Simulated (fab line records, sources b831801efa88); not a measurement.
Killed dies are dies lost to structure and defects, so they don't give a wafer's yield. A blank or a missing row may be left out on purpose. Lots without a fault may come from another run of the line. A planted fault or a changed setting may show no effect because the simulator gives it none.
Split-lot experiment | flow sky130 | 5 lots, 23 wafers read, on a route of 708 steps

THE SPLIT
At SKY_LOCAL_INTERCONNECT_COAT_06 (resist thk 450 nm), the setting spin_rpm was moved away from the recipe's 3000 rpm on 11 of the 23 wafers read, by -3.8% to +6.8%. The other wafers ran this setting at the recipe's value.

FROM THE SPLIT TO THE READING: what the file shows between them, 2 steps
- SKY_LOCAL_INTERCONNECT_SOFTBAKE_07: time 90 s
- SKY_LOCAL_INTERCONNECT_EXPOSE_08: exposes mask LI1M, target cd 170 nm

THE READING
KrF-thick_of_LOCAL_INTERCONNECT_COAT_06.thk_nm (the simulator's own value, which no gauge read), in nm, at SKY_LOCAL_INTERCONNECT_ETCH_13 (etches BARC in N2/H2, stops on SiO2, time 45.9 s, target depth 60 nm). The file gives no usual value for it. The 12 wafers here that ran the recipe average 393.0 nm, standard deviation 1.2 nm.

wafer  | tool, chamber at the split | spin_rpm as run, rpm | against the recipe | KrF-thick_of_LOCAL_INTERCONNECT_COAT_06.thk_nm, nm | against lot-mates on the recipe
L077.2 | litho_track-04, 0          | 3000                 | recipe             | 392.6                                              | -
L077.3 | litho_track-04, 0          | 3000                 | recipe             | 392.1                                              | -
L077.5 | litho_track-04, 0          | 3000                 | recipe             | 393                                                | -
L080.1 | litho_track-03, 0          | 3000                 | recipe             | 394.4                                              | -
L080.2 | litho_track-03, 0          | 3000                 | recipe             | 392.3                                              | -
L080.3 | litho_track-03, 0          | 3204                 | +6.8%              | 378.1                                              | -15.2
L080.5 | litho_track-03, 0          | 3204                 | +6.8%              | 377.8                                              | -15.6
L080.6 | litho_track-03, 0          | 3204                 | +6.8%              | 379                                                | -14.4
L081.1 | litho_track-01, 0          | 3000                 | recipe             | 393                                                | -
L081.2 | litho_track-01, 0          | 3000                 | recipe             | 393.7                                              | -
L081.3 | litho_track-01, 0          | 2887                 | -3.8%              | 403.2                                              | +9.8
L081.4 | litho_track-01, 0          | 3000                 | recipe             | 393.6                                              | -
L081.5 | litho_track-01, 0          | 2887                 | -3.8%              | 401.2                                              | +7.8
L082.2 | litho_track-03, 0          | 2912                 | -2.9%              | 399.4                                              | +4.9
L082.3 | litho_track-03, 0          | 3000                 | recipe             | 395.7                                              | -
L082.4 | litho_track-03, 0          | 2912                 | -2.9%              | 399.5                                              | +5.0
L082.5 | litho_track-03, 0          | 3000                 | recipe             | 393.4                                              | -
L082.6 | litho_track-03, 0          | 2912                 | -2.9%              | 399                                                | +4.5
L084.1 | litho_track-04, 0          | 3000                 | recipe             | 392                                                | -
L084.2 | litho_track-04, 0          | 2889                 | -3.7%              | 400.3                                              | +9.0
L084.4 | litho_track-04, 0          | 2889                 | -3.7%              | 399.1                                              | +7.8
L084.5 | litho_track-04, 0          | 2889                 | -3.7%              | 401.3                                              | +10.0
L084.6 | litho_track-04, 0          | 3000                 | recipe             | 390.6                                              | -

THE FIT
A straight line over all 23 wafers: KrF-thick_of_LOCAL_INTERCONNECT_COAT_06.thk_nm changes by -2.16 nm for each +1% of spin_rpm; r = -0.99; the points scatter about the line by 1.2 nm.
The same after taking each lot's own level away (the mean of its wafers on the recipe; 23 wafers): -2.2 nm for each +1%; r = -0.99; scatter 1 nm.
On that fit, the largest move of spin_rpm shifts the reading by 15 nm.
The lots' own levels span 391.30 to 394.55 nm, that is 2.6 times the standard deviation above.
So the lot-to-lot level changes the slope little: the two slopes agree.
Check: with one of the wafers moved furthest among these (+6.8%) left out of the fit, the line predicts -15 nm for it against its lot-mates. It came out at -15.2 nm against them.

OTHER SPLITS ON THESE WAFERS
These wafers also went through other splits before the reading. Each is held against what the fit with the lots' levels taken away leaves over:
other split on the same wafers   | wafers away from the commonest value | r with KrF-thick_of_LOCAL_INTERCONNECT_COAT_06.thk_nm (lot level and that fit taken away)
SKY_LI_CONTACT_EXPOSE_09 dose_mj | 8                                    | -0.11
SKY_LI_CONTACT_SPUTTER_19 time_s | 11                                   | +0.29
SKY_LI_CONTACT_SPUTTER_20 time_s | 11                                   | -0.21

THE WHOLE CHAIN: every reading that the file lists as answering this split, in the file's order
step                            | what it does                                                         | reading                                                                                         | change (the file's fit)              | r (the file's)
SKY_LOCAL_INTERCONNECT_COAT_06  | resist thk 450 nm                                                    | KrF-thick_of_LOCAL_INTERCONNECT_COAT_06.thk_nm (the simulator's own value, which no gauge read) | -2.29 nm for each +1% of the setting | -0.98
SKY_LOCAL_INTERCONNECT_ETCH_13  | etches BARC in N2/H2, stops on SiO2, time 45.9 s, target depth 60 nm | KrF-thick_of_LOCAL_INTERCONNECT_COAT_06.thk_nm (the simulator's own value, which no gauge read) | -2.21 nm for each +1% of the setting | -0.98
SKY_LOCAL_INTERCONNECT_STRIP_15 | strips in O2/N2                                                      | strip_time_to_endpoint_s                                                                        | withheld for each +1% of the setting | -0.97

THE FILE'S OWN FIT
KrF-thick_of_LOCAL_INTERCONNECT_COAT_06.thk_nm changes by -2.21 nm for each +1% of spin_rpm, r = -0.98.
